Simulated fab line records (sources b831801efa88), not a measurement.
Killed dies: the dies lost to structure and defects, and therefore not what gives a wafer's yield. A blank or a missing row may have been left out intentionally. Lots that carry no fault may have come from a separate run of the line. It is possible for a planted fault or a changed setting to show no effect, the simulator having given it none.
What tool caused it?	flow gf180mcu	72 wafers from 24 lots sampled at 5 of the route's 602 steps

## WHAT THE GAUGES SHOWED, per wafer
GF_V2_CD_MEAS_14: the cd target is 260 nm. Usual: cd nm reads 260.2 nm (standard deviation 1.2).
lot	measured	on	cd nm (nm)	flag
L074	day 20 04:40	cd sem-02	257.4 258.5 257.3	
L075	day 20 14:52	cd sem-01	260.4 260.3 261.4	
L076	day 20 21:40	cd sem-02	260.3 259.7 260.3	
L077	day 21 14:32	cd sem-01	260.3 259.2 260.6	
L078	day 21 22:13	cd sem-02	260.4 260.0 259.6	
L079	day 22 03:34	cd sem-01	259.3 259.3 258.4	
L080	day 22 14:16	cd sem-02	259.8 261.1 260.8	
L081	day 22 21:58	cd sem-02	257.7 260.4 259.2	
L082	day 23 12:05	cd sem-01	261.0 260.9 261.8	
L083	day 23 13:47	cd sem-01	257.7 259.0 259.1	
L084	day 24 00:25	cd sem-02	262.8 262.3 262.2	
L085	day 24 09:25	cd sem-01	261.5 261.8 261.6	
L086	day 24 17:37	cd sem-01	261.3 260.4 260.3	
L087	day 25 02:14	cd sem-02	259.3 260.8 260.4	
L088	day 25 11:22	cd sem-01	259.7 259.2 260.1	
L089	day 25 22:55	cd sem-02	260.7 259.9 261.0	
L090	day 25 23:44	cd sem-01	257.9 258.2 259.0	
L091	day 26 08:13	cd sem-02	261.8 262.4 261.7	
L092	day 26 16:56	cd sem-01	260.1 259.9 258.9	
L093	day 26 18:53	cd sem-02	260.5 260.2 261.0	
L094	day 27 02:41	cd sem-02	260.2 261.8 260.8	
L095	day 27 11:34	cd sem-02	261.1 261.6 260.9	
L096	day 27 17:50	cd sem-01	259.5 260.2 259.8	
L097	day 27 22:24	cd sem-01	260.8 258.9 259.6	

GF_V2_RS_MEAS_24: the measuring method here is four-point-probe. Usual: V2_W_RS typically reads 0.326 ohm/sq, with standard deviation 0.0033.
lot	measured	on	V2_W_RS (ohm/sq)	flag
L074	day 20 05:43	film metro-04	0.325 0.322 0.321	
L075	day 20 15:55	film metro-04	0.326 0.322 0.326	
L076	day 20 22:43	film metro-04	0.326 0.326 0.325	
L077	day 21 15:34	film metro-04	0.326 0.324 0.331	
L078	day 21 23:15	film metro-02	0.318 0.321 0.319	
L079	day 22 04:38	film metro-04	0.332 0.331 0.330	
L080	day 22 15:18	film metro-02	0.327 0.325 0.327	
L081	day 22 22:59	film metro-04	0.325 0.327 0.326	
L082	day 23 13:07	film metro-04	0.322 0.327 0.329	
L083	day 23 14:50	film metro-03	0.332 0.328 0.329	
L084	day 24 01:49	film metro-02	0.330 0.328 0.330	
L085	day 24 10:34	film metro-03	0.318 0.325 0.316	
L086	day 24 18:59	film metro-03	0.326 0.334 0.324	
L087	day 25 03:18	film metro-04	0.329 0.328 0.327	
L088	day 25 12:52	film metro-04	0.328 0.330 0.328	
L089	day 25 23:59	film metro-04	0.327 0.321 0.325	
L090	day 26 00:47	film metro-04	0.327 0.329 0.329	
L091	day 26 09:15	film metro-02	0.329 0.329 0.329	
L092	day 26 17:58	film metro-03	0.330 0.326 0.331	
L093	day 26 19:55	film metro-03	0.325 0.327 0.327	
L094	day 27 03:43	film metro-02	0.328 0.329 0.323	
L095	day 27 12:37	film metro-03	0.330 0.324 0.330	
L096	day 27 18:53	film metro-04	0.324 0.325 0.324	
L097	day 27 23:28	film metro-04	0.322 0.328 0.329	

GF_M4_RS_MEAS_05: the measuring method here is four-point-probe. Usual: M4_ALCU_RS typically reads 0.0696 ohm/sq, with standard deviation 0.00057.
lot	measured	on	M4_ALCU_RS (ohm/sq)	flag
L074	day 22 09:16	film metro-01	0.0693 0.0696 0.0697	
L075	day 22 19:35	film metro-04	0.0695 0.0685 0.0690	
L076	day 23 01:27	film metro-01	0.0701 0.0693 0.0698	
L077	day 23 17:40	film metro-03	0.0696 0.0698 0.0690	
L078	day 24 01:07	film metro-03	0.0688 0.0689 0.0694	
L079	day 24 07:19	film metro-04	0.0695 0.0689 0.0688	
L080	day 24 16:38	film metro-04	0.0708 0.0706 0.0706	
L081	day 24 23:08	film metro-01	0.0689 0.0697 0.0692	
L082	day 25 12:31	film metro-01	0.0703 0.0701 0.0699	
L083	day 25 14:11	film metro-04	0.0703 0.0708 0.0709	
L084	day 26 01:01	film metro-03	0.0698 0.0704 0.0704	
L085	day 26 09:15	film metro-01	0.0696 0.0687 0.0696	
L086	day 26 16:43	film metro-01	0.0692 0.0694 0.0694	
L087	day 27 00:56	film metro-01	0.0709 0.0699 0.0707	
L088	day 27 09:13	film metro-03	0.0700 0.0695 0.0695	
L089	day 27 20:16	film metro-01	0.0694 0.0701 0.0694	
L090	day 27 21:28	film metro-01	0.0688 0.0690 0.0689	
L091	day 28 04:33	film metro-01	0.0690 0.0695 0.0702	
L092	day 28 13:54	film metro-01	0.0697 0.0696 0.0703	
L093	day 28 16:36	film metro-03	0.0697 0.0695 0.0688	
L094	day 28 22:52	film metro-04	0.0704 0.0699 0.0702	
L095	day 29 08:04	film metro-04	0.0694 0.0695 0.0697	
L096	day 29 14:13	film metro-01	0.0702 0.0695 0.0701	
L097	day 29 18:01	film metro-03	0.0703 0.0694 0.0701	

## WHICH TOOL RAN EACH LOT (tool, then ch and the chambers of the sampled wafers, then the start)
lot	GF_V1_CVD_23	GF_V2_SPUTTER_22
L074	cvd w-01 ch 1, day 18 02:22	pvd sputter-03, day 20 05:29
L075	cvd w-01 ch 0,1, day 18 12:36	pvd sputter-03, day 20 15:46
L076	cvd w-02 ch 0,1, day 18 18:49	pvd sputter-03, day 20 22:34
L077	cvd w-01 ch 0,1, day 19 12:01	pvd sputter-04, day 21 15:23
L078	cvd w-02 ch 0,1, day 19 19:58	pvd sputter-03, day 21 23:05
L079	cvd w-01 ch 0,1, day 20 02:23	pvd sputter-03, day 22 04:29
L080	cvd w-01 ch 0,1, day 20 12:25	pvd sputter-02, day 22 15:09
L081	cvd w-02 ch 0, day 20 21:25	pvd sputter-02, day 22 22:50
L082	cvd w-02 ch 0, day 21 11:44	pvd sputter-02, day 23 12:57
L083	cvd w-01 ch 0, day 21 12:47	pvd sputter-03, day 23 14:40
L084	cvd w-02 ch 0,1, day 22 00:08	pvd sputter-03, day 24 01:40
L085	cvd w-01 ch 0,1, day 22 10:04	pvd sputter-04, day 24 10:24
L086	cvd w-02 ch 0,1, day 22 18:27	pvd sputter-03, day 24 18:50
L087	cvd w-02 ch 0,1, day 23 03:50	pvd sputter-03, day 25 03:06
L088	cvd w-01 ch 0,1, day 23 13:49	pvd sputter-03, day 25 12:43
L089	cvd w-02 ch 0,1, day 24 01:49	pvd sputter-02, day 25 23:50
L090	cvd w-01 ch 0,1, day 24 01:52	pvd sputter-02, day 26 00:37
L091	cvd w-01 ch 0,1, day 24 10:54	pvd sputter-02, day 26 09:06
L092	cvd w-02 ch 0,1, day 24 20:22	pvd sputter-03, day 26 17:47
L093	cvd w-02 ch 0,1, day 24 23:10	pvd sputter-04, day 26 19:45
L094	cvd w-02 ch 0, day 25 06:28	pvd sputter-03, day 27 03:30
L095	cvd w-01 ch 0,1, day 25 16:11	pvd sputter-04, day 27 12:26
L096	cvd w-01 ch 0,1, day 25 22:44	pvd sputter-03, day 27 18:40
L097	cvd w-01 ch 0,1, day 26 03:51	pvd sputter-02, day 27 23:19
- GF_V1_CVD_23: deposits W, target thk 350 nm, time 105.05 s.
- GF_V2_SPUTTER_22: material TiN, target thk 10 nm, time 40 s.

## WHAT THE TOOLS THEMSELVES READ (means of the sampled wafers that have a number; where no wafer has one, the mark that the record gives instead)
GF_V1_CVD_23. Usual: heater power w 823 W, standard deviation 45; susceptor temp C 400.03 C, standard deviation 0.24.
lot	tool	heater power w (W)	susceptor temp C (C)	flag
L074	cvd w-01	840	400.10	
L075	cvd w-01	864	400.07	
L076	cvd w-02	775	400.05	
L077	cvd w-01	870	400.19	
L078	cvd w-02	767	400.04	
L079	cvd w-01	866	400.09	
L080	cvd w-01	864	400.11	
L081	cvd w-02	763	399.91	
L082	cvd w-02	761	400.00	
L083	cvd w-01	871	400.00	
L084	cvd w-02	783	400.33	
L085	cvd w-01	861	399.92	
L086	cvd w-02	774	399.90	
L087	cvd w-02	789	400.06	
L088	cvd w-01	863	399.89	
L089	cvd w-02	785	400.21	
L090	cvd w-01	866	399.97	
L091	cvd w-01	863	399.87	
L092	cvd w-02	776	399.96	
L093	cvd w-02	789	400.14	
L094	cvd w-02	780	400.45	
L095	cvd w-01	852	400.02	
L096	cvd w-01	868	399.86	
L097	cvd w-01	863	400.05	

GF_V2_SPUTTER_22. Usual: throttle valve pct reads 29.9 % (standard deviation 0.6).
lot	tool	throttle valve pct (%)	flag
L074	pvd sputter-03	29.7	
L075	pvd sputter-03	29.7	
L076	pvd sputter-03	29.8	
L077	pvd sputter-04	30.1	
L078	pvd sputter-03	29.8	
L079	pvd sputter-03	29.5	
L080	pvd sputter-02	30.3	
L081	pvd sputter-02	29.7	
L082	pvd sputter-02	29.9	
L083	pvd sputter-03	29.7	
L084	pvd sputter-03	29.8	
L085	pvd sputter-04	30.2	
L086	pvd sputter-03	29.7	
L087	pvd sputter-03	29.5	
L088	pvd sputter-03	29.5	
L089	pvd sputter-02	29.8	
L090	pvd sputter-02	29.6	
L091	pvd sputter-02	29.6	
L092	pvd sputter-03	29.9	
L093	pvd sputter-04	30.5	
L094	pvd sputter-03	29.8	
L095	pvd sputter-04	30.1	
L096	pvd sputter-03	29.6	
L097	pvd sputter-02	29.6	

## THE ANSWER, worked out from the rows above alone
Rule: a lot is off if the mean of its wafers that have a number lies more than 3 standard deviations from the usual mean. Also off: a lot with no number at a reading for which 4 or more lots have one. All remaining lots with rows at the step are treated as sound. The gauges are gone through in route order, then the tools' own readings, and for those a lot's mean is taken as printed above. At the first step where some lot is off, the reading lying furthest off is the one used; lots without a number count as furthest.
No lot is off at any reading shown: from this, nothing can be told.

## WHAT THE SIMULATOR PUT IN
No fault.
